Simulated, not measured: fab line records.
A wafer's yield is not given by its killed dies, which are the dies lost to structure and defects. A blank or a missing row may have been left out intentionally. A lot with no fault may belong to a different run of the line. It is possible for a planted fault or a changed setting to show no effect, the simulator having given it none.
Which of the tools did it? + flow gf180mcu + Sampling: 7 lots, 21 wafers, 2 of 602 route steps

WHAT EACH GAUGE READ, for each wafer
GF_MVSD_OVL_MEAS_07.
| lot  | measured    | on         | MVSD_OVL (nm)  |
|------|-------------|------------|----------------|
| L622 | day 5 01:26 | overlay-02 | -0.1 -1.1 -0.5 |
| L624 | day 5 11:53 | overlay-01 | 0.4 -0.1 0.4   |
| L632 | day 7 08:02 | overlay-01 | 1.0 -0.7 -0.1  |
| L634 | day 7 20:47 | overlay-01 | 0.9 0.7 1.6    |
| L637 | day 8 12:55 | overlay-02 | 3.9 0.9 0.7    |
| L640 | day 9 07:29 | overlay-01 | -0.7 0.7 -0.6  |

TOOL THAT RAN EACH LOT (tool first, then ch and the chambers of the sampled wafers, then the start)
| lot  | GF_STI_OXIDATION_01          |
|------|------------------------------|
| L622 | furnace-02 ch 0, day 1 20:49 |
| L624 | furnace-02 ch 0, day 2 06:16 |
| L630 | furnace-02, day 3 12:26      |
| L632 | furnace-02 ch 0, day 3 22:07 |
| L634 | furnace-02 ch 0, day 4 08:44 |
| L637 | furnace-02 ch 0, day 4 23:11 |
| L640 | furnace-01 ch 0, day 5 14:07 |
- GF_STI_OXIDATION_01: stabilise 600 s, purge 300 s, target thk 10 nm.

THE ANSWER, worked out from the rows above alone
Rule: the usual values come from the lots themselves. Put in order of their means at a reading, lots are off if they are a third of the lots or fewer, leave a main group of 4 or more, and stand apart from it by a gap of 3 or more times the standard deviation of the main group's means; of several such gaps the widest counts. The tables above print the reading to a certain number of digits; a main group whose means all agree to those digits is not used. A lot without any number at a reading at which 4 lots or more have one is off too. The other lots that the step has rows for count as sound.
None of the lots is off at any reading shown; this tells nothing.

WHAT THE SIMULATOR HAD PUT IN
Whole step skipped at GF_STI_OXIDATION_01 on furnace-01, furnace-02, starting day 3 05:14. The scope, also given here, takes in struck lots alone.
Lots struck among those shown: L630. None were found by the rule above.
